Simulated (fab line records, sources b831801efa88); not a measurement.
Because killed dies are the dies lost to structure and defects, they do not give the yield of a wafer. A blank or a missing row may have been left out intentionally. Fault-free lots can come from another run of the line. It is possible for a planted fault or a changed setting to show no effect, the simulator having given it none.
What tool caused it?	flow gf180mcu	6 lots with 18 wafers sampled at 2 steps, on a route of 602 steps

== WHAT EACH GAUGE READ, for each wafer ==
GF_POLY_GATE_THK_MEAS_17.
lot	measured	on	POLY_GATE_OXIDATION_THK (nm)
L338	day 10 05:21	film metro-03	4.06 3.99 3.93
L341	day 10 17:11	film metro-03	4.01 3.99 4.06
L344	day 11 18:19	film metro-04	4.07 4.09 4.08
L346	day 12 11:17	film metro-04	4.00 4.07 4.03
L350	day 13 14:40	film metro-04	4.90 4.90 4.87
L357	day 15 14:23	film metro-04	4.11 4.07 4.11

== EACH LOT AND THE TOOL THAT RAN IT (in order: tool; ch and the chambers of the sampled wafers; start) ==
lot	GF_POLY_GATE_OXIDATION_16
L338	furnace-02 ch 0, day 10 04:05
L341	furnace-01 ch 0, day 10 15:55
L344	furnace-01 ch 0, day 11 17:02
L346	furnace-02 ch 0, day 12 10:02
L350	furnace-01 ch 0, day 13 13:23
L357	furnace-02 ch 0, day 15 13:08
- GF_POLY_GATE_OXIDATION_16: stabilise 600 s, purge 300 s, target thk 4 nm.

== THE ANSWER, worked out from the rows above alone ==
Rule: usual is defined by the lots themselves. The widest of any qualifying gaps counts: lots, ordered by their means at a reading, are off when they make up no more than a third of the lots, leave a main group of 4 or more, and stand apart from it by 3 or more times the standard deviation of that group's means. A main group is skipped when, at the precision printed for the reading in the tables above, its means are all equal. A lot without any number at a reading at which 4 lots or more have one is off too. Any other lot the step has rows for is counted as sound.
Off: L350, at GF_POLY_GATE_THK_MEAS_17 (POLY_GATE_OXIDATION_THK). Mean 4.04 nm and standard deviation 0.038 in the main group.
A tool fits if, at a process step before that reading, it ran every lot that is off, and no sound lot after the first of them. Gauges at GF_POLY_GATE_THK_MEAS_17: tried the same way as those tools. One fits: furnace-01 at GF_POLY_GATE_OXIDATION_16. Its last sound lot is L344 (day 11 17:02), its first lot that is off L350 (day 13 13:23): a fault that began between those two fits.

== WHAT THE SIMULATOR HAD PUT IN ==
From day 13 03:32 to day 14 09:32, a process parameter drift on furnace-01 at GF_POLY_GATE_OXIDATION_16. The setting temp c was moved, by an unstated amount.
Lots struck among those shown: L350. The rule above found the same.
